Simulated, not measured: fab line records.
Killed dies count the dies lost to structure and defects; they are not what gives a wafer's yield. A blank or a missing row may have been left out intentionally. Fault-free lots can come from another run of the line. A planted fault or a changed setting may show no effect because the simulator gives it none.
Chamber matching + flow sky130 + SKY_VIA4_CMP_21 on cmp-01 has 4 sister chambers
The step polishes, stops on SiO2, t overpolish 25 s, target thk 0 nm. 8 wafers are shown with their chamber, then 8 later ones without.

## WAFERS PAIRED WITH THEIR CHAMBERS
| wafer  | chamber | motor-current-A (A) | time-to-endpoint-s (s) |
|--------|---------|---------------------|------------------------|
| L303.2 | 0       | 10.1                | 126                    |
| L303.3 | 1       | 10.8                | 122                    |
| L305.2 | 2       | 11.6                | 119                    |
| L305.6 | 2       | 11.6                | 120                    |
| L310.3 | 3       | 10.0                | 124                    |
| L310.5 | 0       | 10.4                | 123                    |
| L310.6 | 1       | 10.0                | 122                    |
| L314.1 | 3       | 11.3                | 119                    |

## WAFERS WITHOUT THEIR CHAMBER
| wafer  | motor-current-A (A) | time-to-endpoint-s (s) |
|--------|---------------------|------------------------|
| L314.2 | 9.8                 | 120                    |
| L314.4 | 11.6                | 120                    |
| L317.1 | 10.3                | 119                    |
| L317.5 | 11.6                | 118                    |
| L317.6 | 10.5                | 116                    |
| L321.2 | 11.2                | 121                    |
| L321.4 | 10.8                | 118                    |
| L321.5 | 10.5                | 121                    |

## CHAMBER TAKEN BY EACH
| wafer  | from the rows above               | in truth |
|--------|-----------------------------------|----------|
| L314.2 | can't be placed: 1 or 3 or 0 or 2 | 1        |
| L314.4 | can't be placed: 2 or 3           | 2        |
| L317.1 | can't be placed: 3 or 1 or 2 or 0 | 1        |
| L317.5 | can't be placed: 2 or 3           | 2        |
| L317.6 | can't be placed: 2 or 3 or 1 or 0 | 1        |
| L321.2 | can't be placed: 2 or 3 or 1 or 0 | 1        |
| L321.4 | can't be placed: 2 or 3 or 1 or 0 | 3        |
| L321.5 | can't be placed: 3 or 1 or 0 or 2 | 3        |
Correctly placed: 0 of 8. Not placeable from these rows: 8 (in 8, the candidates include the true chamber). Placed wrongly: 0.
How it was worked out, from the rows above alone: a wafer's distance from a chamber is the root of the sum, over the readings, of the square of ((its reading less the chamber's mean) divided by the reading's scatter). If the next closest chamber is less than 2 further off than the closest, the wafer can't be placed; otherwise it belongs to the closest. The mean given for a chamber averages the wafers shown for that chamber. The scatter: take each reading less its chamber's mean, square it, sum over the shown wafers, divide by the number of wafers less the number of chambers, and take the root.
